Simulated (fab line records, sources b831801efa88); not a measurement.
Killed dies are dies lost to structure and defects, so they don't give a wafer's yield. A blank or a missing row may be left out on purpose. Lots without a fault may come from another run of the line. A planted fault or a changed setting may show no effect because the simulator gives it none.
fab line records | flow sky130
record lots=5 wafers=15 last_day=48
route steps=708 shown SONOS_TUNNEL@160 SONOS_ONO@168 GATE_OXIDE@187 PAD_OPEN@708
lots that met no fault: from a run of the same line without faults
start_h: hours from the record's first day to the start of the lot's first wafer shown | wait_h: hours since the lot's step before | " the same as in the row above | L1.1+2: a row that stands for several wafers | - no value, or no start given | * or withheld: withheld | < > ~ a bound
route shown NAME@n: a module of which the file shows steps, and the number in the route of the first | usual: mean/standard deviation of fault-free wafers | same: alike in all rows | chamber/n: place in a boat | sites: the reading at each site | _std_site: their standard deviation | _edge_site: outer sites' mean less inner sites' | radius_mm: how far each site lies from the wafer's centre | mask NAME#n: copy n | behind: the tool/chamber that last shaped the wafer | hold: why the lot was held/for how many hours/how that ended | device: the transistor (n, p or np) that didn't switch | end of line: the same wafers' tests at the end of the route | a step without rows: its recipe alone | killed: dies lost to structure and defects at the first sort, not the wafer's yield | map: a wafer's dies, x killed, . not, _ none there
set.NAME: the setting as run; set.NAME@STEP: as run at that earlier step | model.NAME: the simulator's own value behind a step, which no gauge read
lots at some steps of the route; a table a step, a row a wafer
services: from which hour (start_h, from the record's first day; less than 0 if before it) a tool's chamber was out of use, for how many hours, and why
## steps
# step SKY_SONOS_TUNNEL_DEVELOP_06
# recipe resist=NOVOLAK developer=TMAH develop_time_s=60 dev_temp_c=23.33
# step SKY_SONOS_TUNNEL_CD_MEAS_07
# recipe target_cd_nm=410
# usual cd_nm=409.7/2.2
# columns lot.wafer tool chamber start_h wait_h cd_nm
L823.1 cd_sem-01 - 251.65 0.1 408.3
L823.4 " - " " 406.7
L823.5 " - " " 405.3
L828.3 cd_sem-01 - 293.49 0.1 408.8
L828.5 " - " " 406.2
L828.6 " - " " 408.2
L831.4 cd_sem-01 - 318.96 0.1 412.1
L831.5 " - " " 408.4
L831.6 " - " " 411.1
L832.3 cd_sem-01 - 322.29 0.1 408.6
L832.4 " - " " 410.8
L832.6 " - " " 408.2
L838.1 cd_sem-02 - 375.00 0.1 412.6
L838.4 " - " " 412.4
L838.6 " - " " 412.1
# step SKY_SONOS_TUNNEL_OVL_MEAS_08
# usual SONOS_TUNNEL_OVL=-0.2/1.5
# columns lot.wafer tool chamber start_h wait_h SONOS_TUNNEL_OVL[nm]
L823.1 overlay-01 - 251.77 0.1 -2.3
L823.4 " - " " -3.1
L823.5 " - " " -2.0
L828.3 overlay-02 - 293.58 0.1 2.3
L828.5 " - " " -0.3
L828.6 " - " " 1.1
L831.4 overlay-02 - 319.04 0.1 0.8
L831.5 " - " " 1.1
L831.6 " - " " -0.5
L832.3 overlay-01 - 322.39 0.1 -2.9
L832.4 " - " " -0.5
L832.6 " - " " -1.2
L838.1 overlay-01 - 375.12 0.1 -0.8
L838.4 " - " " -1.6
L838.6 " - " " -1.9
# step SKY_SONOS_TUNNEL_IMPLANT_09
# recipe species=B energy_kev=20 dose_cm2=1e+12 tilt_deg=withheld
# step SKY_SONOS_TUNNEL_WET_ETCH_10
# recipe chemistry=dHF target_depth_nm=14 target=SiO2 dilution=100:1 temp_c=25 time_s=280
# step SKY_SONOS_TUNNEL_STRIP_11
# recipe chemistry=SPM time_s=600 temp_c=130
# step SKY_SONOS_TUNNEL_TW_MEAS_12
# usual SONOS_TUNNEL_TW=196.9/2.4
# columns lot.wafer tool chamber start_h wait_h SONOS_TUNNEL_TW
L823.1 film_metro-01 - 252.22 0.0 194.3
L823.4 " - " " 194.8
L823.5 " - " " 194.9
L828.3 film_metro-02 - 294.16 0.0 195.0
L828.5 " - " " 194.8
L828.6 " - " " 194.3
L831.4 film_metro-02 - 319.51 0.0 196.7
L831.5 " - " " 197.2
L831.6 " - " " 196.6
L832.3 film_metro-02 - 322.85 0.0 196.1
L832.4 " - " " 196.0
L832.6 " - " " 196.4
L838.1 film_metro-04 - 375.59 0.0 199.9
L838.4 " - " " 200.7
L838.6 " - " " 200.1
# step SKY_SONOS_TUNNEL_CLEAN_13
# recipe chemistry=dHF time_s=20 dilution=100:1 dry=ipa_marangoni
# step SKY_SONOS_ONO_OXIDATION_00
# recipe temp_c=800 ambient=O2 idle_temp_c=700 ramp_up_c_per_min=10 ramp_down_c_per_min=3 stabilise_s=600 purge_s=300 target_thk_a=26 ox_time_s=1249
# step SKY_SONOS_ONO_THK_MEAS_01
# recipe reads=SiO2_of_SONOS_ONO_OXIDATION_00
# usual SONOS_ONO_OXIDATION_THK=2.62/0.052
# columns lot.wafer tool chamber start_h wait_h SONOS_ONO_OXIDATION_THK[nm]
L823.1 film_metro-02 - 254.54 0.0 2.62
L823.4 " - " " 2.66
L823.5 " - " " 2.69
L828.3 film_metro-04 - 296.53 0.0 2.64
L828.5 " - " " 2.65
L828.6 " - " " 2.62
L831.4 film_metro-03 - 320.93 0.0 2.60
L831.5 " - " " 2.64
L831.6 " - " " 2.59
L832.3 film_metro-04 - 324.27 0.0 2.64
L832.4 " - " " 2.65
L832.6 " - " " 2.64
L838.1 film_metro-02 - 379.07 0.0 2.65
L838.4 " - " " 2.64
L838.6 " - " " 2.63
# step SKY_SONOS_ONO_CVD_02
# recipe material=Si3N4 precursor=DCS/NH3 target_thk_nm=10.5 temp_c=770 time_s=180 pressure_mtorr=250
# step SKY_SONOS_ONO_THK_MEAS_03
# recipe reads=Si3N4_of_SONOS_ONO_CVD_02
# usual SONOS_ONO_CVD_02_THK=10.49/0.13
# columns lot.wafer tool chamber start_h wait_h SONOS_ONO_CVD_02_THK[nm]
L823.1 film_metro-02 - 256.09 0.0 10.53
L823.4 " - " " 10.69
L823.5 " - " " 10.52
L828.3 film_metro-04 - 297.64 0.0 10.42
L828.5 " - " " 10.40
L828.6 " - " " 10.35
L831.4 film_metro-04 - 322.69 0.0 10.76
L831.5 " - " " 10.72
L831.6 " - " " 10.74
L832.3 film_metro-04 - 326.88 0.0 10.45
L832.4 " - " " 10.37
L832.6 " - " " 10.37
L838.1 film_metro-02 - 380.66 0.0 10.41
L838.4 " - " " 10.54
L838.6 " - " " 10.38
# step SKY_SONOS_ONO_CVD_04
# recipe material=SiO2 precursor=SiH4/N2O target_thk_nm=5.7199 temp_c=900 pressure_mtorr=400
# usual spike_tc_bottom_C=917.7/1.3 spike_tc_centre_C=899.1/0.98 spike_tc_lower_C=900.3/0.95 zone_power_centre_pct=20.2/0.34 zone_power_upper_pct=17.38/0.18
# columns lot.wafer tool chamber start_h wait_h spike_tc_bottom_C spike_tc_centre_C spike_tc_lower_C zone_power_centre_pct zone_power_upper_pct model.SiO2_of_SONOS_ONO_CVD_04.thk_nm
L823.1 lpcvd-03 0 256.15 0.1 918.6 900.4 899.8 20.3 17.15 5.712
L823.4 " 0 " " 920.1 899.0 900.8 20.6 17.39 5.749
L823.5 " 0 " " 918.8 901.3 899.2 20.5 17.55 5.72
L828.3 lpcvd-03 1 297.68 0.0 917.4 899.7 901.2 20.1 17.17 5.569
L828.5 " 1 " " 916.8 899.3 900.7 19.8 17.29 5.521
L828.6 " 1 " " 918.2 897.3 900.7 20.5 17.40 5.558
L831.4 lpcvd-03 1 322.72 0.0 918.3 899.3 902.1 19.9 17.58 5.662
L831.5 " 1 " " 913.7 899.3 898.8 19.7 17.16 5.56
L831.6 " 1 " " 918.1 899.3 900.6 20.0 17.51 5.624
L832.3 lpcvd-03 0 326.92 0.0 919.2 899.6 900.1 20.3 17.64 5.617
L832.4 " 0 " " 918.8 898.0 898.3 20.6 17.41 5.666
L832.6 " 0 " " 917.9 899.8 899.2 20.4 17.13 5.785
L838.1 lpcvd-03 1 380.72 0.1 917.2 917.3 897.7 27.1 14.09 6.283
L838.4 " 1 " " 916.3 918.7 896.4 26.9 14.08 5.798
L838.6 " 1 " " 917.1 918.1 898.5 27.0 14.14 5.803
# step SKY_SONOS_ONO_THK_MEAS_05
# recipe reads=SiO2_of_SONOS_ONO_CVD_04
# usual SONOS_ONO_CVD_04_THK=5.69/0.12
# columns lot.wafer tool chamber start_h wait_h SONOS_ONO_CVD_04_THK[nm]
L823.1 film_metro-03 - 258.02 0.0 5.77
L823.4 " - " " 5.80
L823.5 " - " " 5.74
L828.3 film_metro-03 - 299.58 0.0 5.60
L828.5 " - " " 5.52
L828.6 " - " " 5.57
L831.4 film_metro-04 - 325.56 0.0 5.68
L831.5 " - " " 5.58
L831.6 " - " " 5.60
L832.3 film_metro-04 - 329.75 0.0 5.59
L832.4 " - " " 5.68
L832.6 " - " " 5.79
L838.1 film_metro-02 - 382.59 0.0 6.26
L838.4 " - " " 5.81
L838.6 " - " " 5.86
# step SKY_SONOS_ONO_DEHYDRATE_06
# recipe temp_c=200 time_s=60
# step SKY_SONOS_ONO_HMDS_07
# recipe prime_time_s=60 prime_temp_c=120
# step SKY_SONOS_ONO_COAT_08
# recipe resist=NOVOLAK spin_rpm=3000 resist_thk_nm=1140
# step SKY_SONOS_ONO_SOFTBAKE_09
# recipe temp_c=90 time_s=60 resist=NOVOLAK
# step SKY_SONOS_ONO_EXPOSE_10
# recipe mask_id=ONOM target_cd_nm=410 na=0.6 source_shape=conventional sigma_outer=0.6 dose_mj=150
# step SKY_SONOS_ONO_PEB_11
# recipe temp_c=withheld time_s=* resist=NOVOLAK
# step SKY_SONOS_ONO_DEVELOP_12
# recipe develop_time_s=60 dev_temp_c=23
# step SKY_SONOS_ONO_CD_MEAS_13
# recipe target_cd_nm=410
# usual cd_nm=410.0/1.9
# columns lot.wafer tool chamber start_h wait_h cd_nm
L823.1 cd_sem-01 - 281.70 0.1 407.9
L823.4 " - " " 407.4
L823.5 " - " " 408.9
L828.3 cd_sem-01 - 325.44 0.1 410.4
L828.5 " - " " 412.0
L828.6 " - " " 411.1
L831.4 cd_sem-01 - 351.66 0.1 413.1
L831.5 " - " " 410.3
L831.6 " - " " 411.6
L832.3 cd_sem-01 - 355.54 0.1 409.3
L832.4 " - " " 408.2
L832.6 " - " " 406.8
L838.1 cd_sem-02 - 410.75 0.1 410.2
L838.4 " - " " 410.1
L838.6 " - " " 408.7
# step SKY_SONOS_ONO_OVL_MEAS_14
# usual SONOS_ONO_OVL=-0.6/1.4
# columns lot.wafer tool chamber start_h wait_h SONOS_ONO_OVL[nm]
L823.1 overlay-01 - 281.82 0.1 -2.1
L823.4 " - " " -0.1
L823.5 " - " " -0.5
L828.3 overlay-02 - 325.54 0.1 -2.3
L828.5 " - " " -2.6
L828.6 " - " " -4.8
L831.4 overlay-01 - 351.74 0.1 0.0
L831.5 " - " " 0.0
L831.6 " - " " -1.1
L832.3 overlay-02 - 355.63 0.1 -0.3
L832.4 " - " " -0.9
L832.6 " - " " 1.4
L838.1 overlay-02 - 410.87 0.1 -0.6
L838.4 " - " " -0.7
L838.6 " - " " -1.9
# step SKY_SONOS_ONO_ETCH_15
# recipe target_depth_nm=19.52 chemistry=CHF3/O2 source_w=600 bias_w=200 pressure_mtorr=40 chf3_flow_sccm=50 O2_flow_sccm=5 time_s=7.8
# usual drypump_motor_current_A=5.4/0.36 oes_product_au=0.999/0.014 throttle_valve_pct=8.826/0.0091
# columns lot.wafer tool chamber start_h wait_h drypump_motor_current_A oes_product_au rf_hours_counter_h throttle_valve_pct
L823.1 rie_diel-02 0 281.85 0.0 5.3 1.005 27 8.820
L823.4 " 2 " " 5.7 0.990 30 8.826
L823.5 " 3 " " 4.8 1.022 - 8.841
L828.3 rie_diel-02 0 325.56 0.0 5.3 1.008 28 8.832
L828.5 " 1 " " 5.4 0.978 - 8.832
L828.6 " 0 " " 5.3 1.004 - 8.828
L831.4 rie_diel-03 1 351.75 0.0 5.0 0.989 0 8.807
L831.5 " 0 " " 5.2 0.991 - 8.817
L831.6 " 1 " " 5.1 0.991 - 8.815
L832.3 rie_diel-02 1 355.65 0.0 5.5 0.979 73 8.816
L832.4 " 0 " " 5.4 1.011 28 8.826
L832.6 " 2 " " 5.7 0.977 - 8.821
L838.1 rie_diel-03 3 410.90 0.0 5.9 1.000 3 8.832
L838.4 " 0 " " 5.2 0.977 9 8.826
L838.6 " 0 " " 5.2 0.984 - 8.833
# step SKY_SONOS_ONO_WET_ETCH_16
# recipe chemistry=dHF target_depth_nm=14 dry=n2_spin target=SiO2 dilution=100:1 temp_c=25 time_s=280
# step SKY_SONOS_ONO_STRIP_17
# recipe chemistry=O2/N2 power_w=1400 pressure_mtorr=1500 platen_temp_c=withheld o2_flow_sccm=3000 n2_flow_sccm=300 overash_fraction=0.5
# usual drypump_motor_current_A=5.4/0.35 oes_product_au=0.710/0.0041 strip_time_to_endpoint_s=14.09/0.041
# columns lot.wafer tool chamber start_h wait_h drypump_motor_current_A oes_product_au rf_hours_counter_h strip_time_to_endpoint_s
L823.1 plasma_asher-04 1 281.97 0.0 6.1 0.714 60 14.08
L823.4 " 0 " " 5.8 0.707 - 14.09
L823.5 " 0 " " 5.9 0.708 - 14.07
L828.3 plasma_asher-03 1 325.70 0.0 5.1 0.712 - 14.05
L828.5 " 0 " " 5.6 0.707 - 14.09
L828.6 " 1 " " 5.1 0.714 - 14.08
L831.4 plasma_asher-01 0 351.89 0.0 5.6 0.714 - 14.14
L831.5 " 0 " " 5.6 0.713 - 14.12
L831.6 " 1 " " 4.9 0.712 - 14.09
L832.3 plasma_asher-03 1 355.79 0.0 5.2 0.706 - 14.09
L832.4 " 0 " " 5.7 0.712 - 14.09
L832.6 " 1 " " 5.2 0.707 - 14.11
L838.1 plasma_asher-01 1 411.01 0.0 4.9 0.712 62 14.05
L838.4 " 0 " " 5.6 0.717 - 14.06
L838.6 " 0 " " 5.6 0.711 - 14.03
# step SKY_SONOS_ONO_WET_ETCH_18
# recipe chemistry=H3PO4 target_depth_nm=15 target=Si3N4 temp_c=160 time_s=172
# step SKY_GATE_OXIDE_CLEAN_00
# recipe chemistry=SC1/SC2 mix=1:4:20 temp_c=70 time_s=150 dry=n2_spin
# step SKY_GATE_OXIDE_OXIDATION_01
# recipe temp_c=900 ambient=O2 stabilise_s=600 purge_s=300 target_thk_a=102.68 ox_time_s=1473
# step SKY_GATE_OXIDE_THK_MEAS_02
# recipe reads=SiO2_of_GATE_OXIDE_OXIDATION_01
# usual GATE_OXIDE_OXIDATION_00_THK=10.26/0.2
# columns lot.wafer tool chamber start_h wait_h GATE_OXIDE_OXIDATION_00_THK[nm]
L823.1 film_metro-03 - 284.31 0.0 10.17
L823.4 " - " " 10.44
L823.5 " - " " 9.95
L828.3 film_metro-04 - 328.06 0.0 10.46
L828.5 " - " " 10.44
L828.6 " - " " 10.42
L831.4 film_metro-01 - 355.25 0.0 9.87
L831.5 " - " " 10.22
L831.6 " - " " 10.12
L832.3 film_metro-03 - 360.66 0.0 10.30
L832.4 " - " " 10.31
L832.6 " - " " 10.13
L838.1 film_metro-03 - 413.75 0.0 9.99
L838.4 " - " " 10.16
L838.6 " - " " 10.16
# step SKY_GATE_OXIDE_DEHYDRATE_03
# recipe temp_c=200 time_s=60
# step SKY_GATE_OXIDE_HMDS_04
# recipe prime_time_s=60 prime_temp_c=120
# step SKY_GATE_OXIDE_COAT_05
# recipe resist=NOVOLAK spin_rpm=3000 resist_thk_nm=1140
# step SKY_GATE_OXIDE_SOFTBAKE_06
# recipe temp_c=90 time_s=60 resist=NOVOLAK
# step SKY_GATE_OXIDE_EXPOSE_07
# recipe mask_id=LVOM na=0.6 source_shape=conventional sigma_outer=0.6 polarization=unpolarized target_cd_nm=600 dose_mj=170
# step SKY_GATE_OXIDE_PEB_08
# recipe temp_c=withheld time_s=* resist=NOVOLAK
# step SKY_GATE_OXIDE_DEVELOP_09
# recipe resist=NOVOLAK developer=TMAH develop_time_s=60 dev_temp_c=23
# step SKY_GATE_OXIDE_OVL_MEAS_10
# usual GATE_OXIDE_OVL=0.0/1.4
# columns lot.wafer tool chamber start_h wait_h GATE_OXIDE_OVL[nm]
L823.1 overlay-02 - 308.40 0.1 -1.5
L823.4 " - " " -1.3
L823.5 " - " " -1.3
L828.3 overlay-02 - 354.01 0.1 0.3
L828.5 " - " " -0.7
L828.6 " - " " 0.3
L831.4 overlay-01 - 382.82 0.1 -0.9
L831.5 " - " " 0.2
L831.6 " - " " -0.8
L832.3 overlay-01 - 389.51 0.1 0.5
L832.4 " - " " 0.8
L832.6 " - " " 2.0
L838.1 overlay-01 - 440.70 0.1 -2.2
L838.4 " - " " -1.4
L838.6 " - " " 0.6
# step SKY_GATE_OXIDE_IMPLANT_11
# recipe species=B energy_kev=9.813 dose_cm2=2.6e+12 tilt_deg=withheld
# step SKY_GATE_OXIDE_WET_ETCH_12
# recipe chemistry=dHF target_depth_nm=16.8 dry=n2_spin target=SiO2 dilution=100:1 temp_c=25 time_s=336
# step SKY_GATE_OXIDE_STRIP_13
# recipe chemistry=O2/N2 power_w=1400 pressure_mtorr=1500 platen_temp_c=withheld o2_flow_sccm=3000 n2_flow_sccm=300 overash_fraction=0.5
# usual drypump_motor_current_A=5.33/0.24 oes_product_au=0.715/0.0044 strip_time_to_endpoint_s=14.17/0.041
# columns lot.wafer tool chamber start_h wait_h drypump_motor_current_A oes_product_au rf_hours_counter_h strip_time_to_endpoint_s
L823.1 plasma_asher-01 1 308.71 0.0 4.92 0.718 48 14.16
L823.4 " 0 " " 5.57 0.718 - 14.15
L823.5 " 1 " " 4.92 0.717 - 14.18
L828.3 plasma_asher-03 1 354.33 0.0 5.15 0.728 - 14.23
L828.5 " 0 " " 5.66 0.708 - 14.21
L828.6 " 1 " " 5.17 0.718 - 14.19
L831.4 plasma_asher-03 1 383.12 0.0 5.15 0.719 - 14.12
L831.5 " 0 " " 5.63 0.715 - 14.12
L831.6 " 1 " " 5.17 0.717 - 14.12
L832.3 plasma_asher-01 1 389.82 0.0 4.92 0.713 - 14.17
L832.4 " 0 " " 5.56 0.712 - 14.12
L832.6 " 1 " " 4.92 0.714 - 14.14
L838.1 plasma_asher-02 0 440.99 0.0 5.42 0.717 33 14.17
L838.4 " 0 " " 5.41 0.714 - 14.16
L838.6 " 0 " " 5.42 0.719 - 14.17
# step SKY_GATE_OXIDE_TW_MEAS_14
# usual GATE_OXIDE_TW=223.5/2.2
# columns lot.wafer tool chamber start_h wait_h GATE_OXIDE_TW
L823.1 film_metro-04 - 308.81 0.1 225.7
L823.4 " - " " 225.7
L823.5 " - " " 225.3
L828.3 film_metro-01 - 354.41 0.1 221.1
L828.5 " - " " 220.2
L828.6 " - " " 219.8
L831.4 film_metro-01 - 383.22 0.1 221.8
L831.5 " - " " 221.0
L831.6 " - " " 221.6
L832.3 film_metro-01 - 389.91 0.1 220.5
L832.4 " - " " 220.7
L832.6 " - " " 219.9
L838.1 film_metro-03 - 441.09 0.1 225.1
L838.4 " - " " 224.2
L838.6 " - " " 224.6
# step SKY_GATE_OXIDE_CLEAN_15
# recipe chemistry=SC1/SC2 mix=1:4:20 temp_c=70 time_s=150 dry=n2_spin
# usual temp_c=70.00/0.12
# columns lot.wafer tool chamber start_h wait_h temp_c model.SiO2_of_SONOS_ONO_CVD_04.thk_nm
L823.1 wet_bench-04 2 308.87 0.1 70.11 4.189
L823.4 " 2 " " 70.16 4.226
L823.5 " 2 " " 70.03 4.195
L828.3 wet_bench-01 2 354.45 0.0 69.95 4.051
L828.5 " 2 " " 70.00 4.003
L828.6 " 2 " " 69.95 4.036
L831.4 wet_bench-01 0 383.25 0.0 69.90 4.173
L831.5 " 0 " " 69.90 4.067
L831.6 " 0 " " 69.91 4.139
L832.3 wet_bench-01 3 389.95 0.0 70.03 4.097
L832.4 " 3 " " 70.03 4.142
L832.6 " 3 " " 70.14 4.264
L838.1 wet_bench-04 0 441.15 0.1 69.84 4.778
L838.4 " 0 " " 69.77 4.297
L838.6 " 0 " " 70.05 4.298
# step SKY_PAD_OPEN_PROBE_99
# usual killed_at_M0_to_M3=44/7.1 killed_at_M4_up=3.1/1.8 killed_at_contacts=24/5.3 killed_at_front_end=15/4.5 killed_at_other=0.2/0.42 killed_dies=86/9.6 killed_open=46/6.9 killed_short=40/6.4
# same gross_dies=492 killed_at_back_side=0
# columns lot.wafer tool chamber start_h wait_h killed_at_M0_to_M3 killed_at_M4_up killed_at_contacts killed_at_front_end killed_at_other killed_dies killed_open killed_short model.etest.cap_ono.gate_log10_a_cm2 model.etest.cap_ono.tox_acc_nm model.etest.sonos_programmed.vt_v model.etest.sonos_baked.vt_v
L823.1 prober-02 - 1072.42 0.1 48 3 31 9 1 92 45 47 -8.007 13.02 1.451 0.9606
L823.4 prober-02 - 1072.57 0.2 52 5 19 15 0 91 44 47 -8.098 13 1.359 0.9082
L823.5 prober-02 - 1072.62 0.2 44 3 24 16 0 87 37 50 -8.042 12.94 1.423 0.9626
L828.3 prober-01 - 1130.61 0.2 50 3 27 14 1 95 49 46 -7.731 12.7 1.588 1.031
L828.5 prober-01 - 1130.71 0.2 52 4 25 10 0 91 51 40 -7.683 12.72 1.592 1.036
L828.6 prober-01 - 1130.76 0.2 41 1 27 10 0 79 39 40 -7.603 12.71 1.595 1.08
L832.3 prober-01 - 1134.51 0.2 32 2 22 10 0 66 43 23 -7.962 12.88 1.525 0.9935
L832.4 prober-01 - 1134.56 0.2 48 1 26 17 1 93 40 53 -7.814 12.86 1.523 1.011
L832.6 prober-01 - 1134.66 0.2 42 1 25 12 0 80 47 33 -8.009 12.96 1.475 0.9292
L831.4 prober-01 - 1137.30 0.2 55 2 10 25 0 92 55 37 -8.161 13.03 1.417 0.9138
L831.5 prober-01 - 1137.35 0.2 43 0 16 10 0 69 36 33 -7.895 12.86 1.421 0.9889
L831.6 prober-01 - 1137.40 0.2 58 0 27 15 0 100 60 40 -8.016 12.94 1.413 0.9364
L838.1 prober-01 - 1161.47 0.1 61 2 28 12 1 104 58 46 -8.69 13.43 1.181 0.7318
L838.4 prober-01 - 1161.62 0.2 41 1 31 14 0 87 53 34 -8.183 13.05 1.369 0.9359
L838.6 prober-01 - 1161.72 0.2 44 3 26 19 0 92 42 50 -8.123 13.01 1.459 0.9341
# killed by level:class
L823.1 CONTACT:geometric_particle:open=12 VIA1:geometric_particle:open=11 CONTACT:geometric_particle:short=9 VIA3:geometric_particle:open=8 VIA1:geometric_particle:short=5 METAL2:geometric_particle:short=5 VIA2:geometric_particle:open=5 LI_CONTACT:geometric_particle:open=4
L823.4 VIA1:geometric_particle:open=11 METAL1:geometric_particle:short=8 VIA3:geometric_particle:open=8 VIA2:geometric_particle:short=6 LI_CONTACT:geometric_particle:short=5 CONTACT:geometric_particle:short=5 FIELD_ISO:geometric_particle:open=4 LI_CONTACT:geometric_particle:open=4
L823.5 VIA1:geometric_particle:open=9 METAL1:geometric_particle:short=9 POLY_GATE:geometric_particle:short=6 LI_CONTACT:geometric_particle:open=6 CONTACT:geometric_particle:open=6 VIA2:geometric_particle:open=6 LI_CONTACT:geometric_particle:short=5 METAL2:geometric_particle:short=5
L828.3 VIA1:geometric_particle:open=11 LOCAL_INTERCONNECT:geometric_particle:short=7 VIA2:geometric_particle:short=6 LI_CONTACT:geometric_particle:open=6 CONTACT:geometric_particle:short=6 VIA3:geometric_particle:open=6 METAL2:geometric_particle:short=6 CONTACT:geometric_particle:open=5
L828.5 VIA2:geometric_particle:open=10 CONTACT:geometric_particle:open=9 VIA1:geometric_particle:open=8 LI_CONTACT:geometric_particle:open=7 METAL1:geometric_particle:short=7 VIA1:geometric_particle:short=7 FIELD_ISO:geometric_particle:open=5 VIA3:geometric_particle:open=5
L828.6 CONTACT:geometric_particle:open=11 VIA1:geometric_particle:open=8 LI_CONTACT:geometric_particle:open=5 CONTACT:geometric_particle:short=5 VIA1:geometric_particle:short=5 METAL2:geometric_particle:short=5 VIA3:geometric_particle:open=5 FIELD_ISO:geometric_particle:short=4
L832.3 LI_CONTACT:geometric_particle:open=9 CONTACT:geometric_particle:open=7 VIA1:geometric_particle:open=7 VIA2:geometric_particle:open=6 CONTACT:geometric_particle:short=5 POLY_GATE:geometric_particle:open=4 METAL1:geometric_particle:short=3 VIA1:geometric_particle:short=3
L832.4 CONTACT:geometric_particle:short=10 CONTACT:geometric_particle:open=8 VIA1:geometric_particle:short=8 FIELD_ISO:geometric_particle:open=7 VIA3:geometric_particle:open=7 METAL1:geometric_particle:short=7 VIA1:geometric_particle:open=7 LOCAL_INTERCONNECT:geometric_particle:short=6
L832.6 LI_CONTACT:geometric_particle:open=12 METAL1:geometric_particle:short=9 VIA1:geometric_particle:open=7 CONTACT:geometric_particle:open=5 VIA3:geometric_particle:open=5 CONTACT:geometric_particle:short=4 METAL2:geometric_particle:short=4 VIA2:geometric_particle:open=4
L831.4 VIA1:geometric_particle:open=13 POLY_GATE:geometric_particle:open=11 METAL2:geometric_particle:short=8 VIA2:geometric_particle:open=8 VIA3:geometric_particle:open=7 VIA1:geometric_particle:short=5 METAL1:geometric_particle:short=4 METAL1:geometric_particle:open=4
L831.5 VIA1:geometric_particle:open=8 VIA3:geometric_particle:open=7 CONTACT:geometric_particle:open=6 METAL2:geometric_particle:short=6 VIA1:geometric_particle:short=5 LOCAL_INTERCONNECT:geometric_particle:short=4 FIELD_ISO:geometric_particle:open=3 LI_CONTACT:geometric_particle:open=3
L831.6 CONTACT:geometric_particle:open=13 METAL2:geometric_particle:short=9 VIA2:geometric_particle:open=9 VIA1:geometric_particle:open=9 VIA3:geometric_particle:open=8 FIELD_ISO:geometric_particle:open=6 METAL1:geometric_particle:short=6 LI_CONTACT:geometric_particle:open=4
L838.1 VIA1:geometric_particle:open=17 CONTACT:geometric_particle:open=10 VIA1:geometric_particle:short=9 LI_CONTACT:geometric_particle:open=8 CONTACT:geometric_particle:short=7 METAL2:geometric_particle:short=7 VIA3:geometric_particle:open=7 VIA2:geometric_particle:open=6
L838.4 LI_CONTACT:geometric_particle:open=11 CONTACT:geometric_particle:open=11 VIA1:geometric_particle:open=8 FIELD_ISO:geometric_particle:short=6 VIA3:geometric_particle:open=6 VIA2:geometric_particle:open=6 METAL1:geometric_particle:short=5 VIA1:geometric_particle:short=5
L838.6 CONTACT:geometric_particle:short=10 VIA1:geometric_particle:short=8 VIA2:geometric_particle:open=8 CONTACT:geometric_particle:open=7 METAL1:geometric_particle:short=7 VIA1:geometric_particle:open=7 FIELD_ISO:geometric_particle:short=5 LI_CONTACT:geometric_particle:open=5
## services
# columns tool chamber start_h hours kind
rie_diel-03 - 238.20 0.4 repair
plasma_asher-01 - 249.83 2.8 pm
wet_bench-01 - 273.69 19.8 repair
plasma_asher-02 - 275.51 2.6 repair
rie_diel-03 0 283.23 9.8 repair
wet_bench-01 - 295.48 0.6 repair
rie_diel-03 1 322.60 - clean
rie_diel-03 1 322.60 23.0 scheduled_down
rie_diel-03 1 322.60 23.0 vent_cycle
rie_diel-02 3 324.50 4.1 repair
plasma_asher-04 - 325.26 74.4 repair
plasma_asher-02 - 325.84 1.5 repair
plasma_asher-03 - 336.85 2.8 pm
plasma_asher-03 - 361.41 4.1 repair
rie_diel-03 - 371.55 0.2 repair
rie_diel-02 2 371.96 5.3 repair
plasma_asher-02 - 380.65 15.6 pm
lpcvd-03 - 406.27 6.0 pm
plasma_asher-03 - 416.79 6.5 repair
plasma_asher-04 - 421.34 9.0 pm
plasma_asher-04 0 421.34 9.0 vent_cycle
plasma_asher-04 1 421.34 9.0 vent_cycle
plasma_asher-04 0 430.34 - clean
lpcvd-03 - 432.49 2.8 pm
## key
first_sign step=SKY_SONOS_ONO_CVD_04 reading=zone_power_centre_pct direction=up sigmas=20 usual=20.2 struck=27.0
effect step=SKY_SONOS_ONO_CVD_04 reading=spike_tc_centre_C direction=up sigmas=19 usual=899.1 struck=918.0
effect step=SKY_SONOS_ONO_THK_MEAS_05 reading=SONOS_ONO_CVD_04_THK direction=up sigmas=2.4 usual=5.69 struck=5.98 wafers_moved=1
model_effect step=SKY_SONOS_ONO_CVD_04 value=SiO2_of_SONOS_ONO_CVD_04.thk_nm without=5.667 struck=5.961
model_effect step=SKY_GATE_OXIDE_CLEAN_15 value=SiO2_of_SONOS_ONO_CVD_04.thk_nm without=4.164 struck=4.458
model_effect step=SKY_PAD_OPEN_PROBE_99 value=etest.cap_ono.gate_log10_a_cm2 without=-7.952 struck=-8.332
met_at SKY_SONOS_ONO_CVD_04
struck_wafers L838.1,L838.4,L838.6
tester_left_out L838
onset_between 322.72 380.72
fault kind=process_parameter_drift tool=lpcvd-03 chamber=1 onset_h=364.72 steps=SKY_SONOS_ONO_CVD_04 channel=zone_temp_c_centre offset=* shape=step end_h=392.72
# tester_left_out: of these lots the tester's yield and bins aren't shown, on N5 and GAA mostly nor the transistor test; their killed dies are dies lost to structure and defects alone, not to doping, threshold or leakage, so they don't give the yield
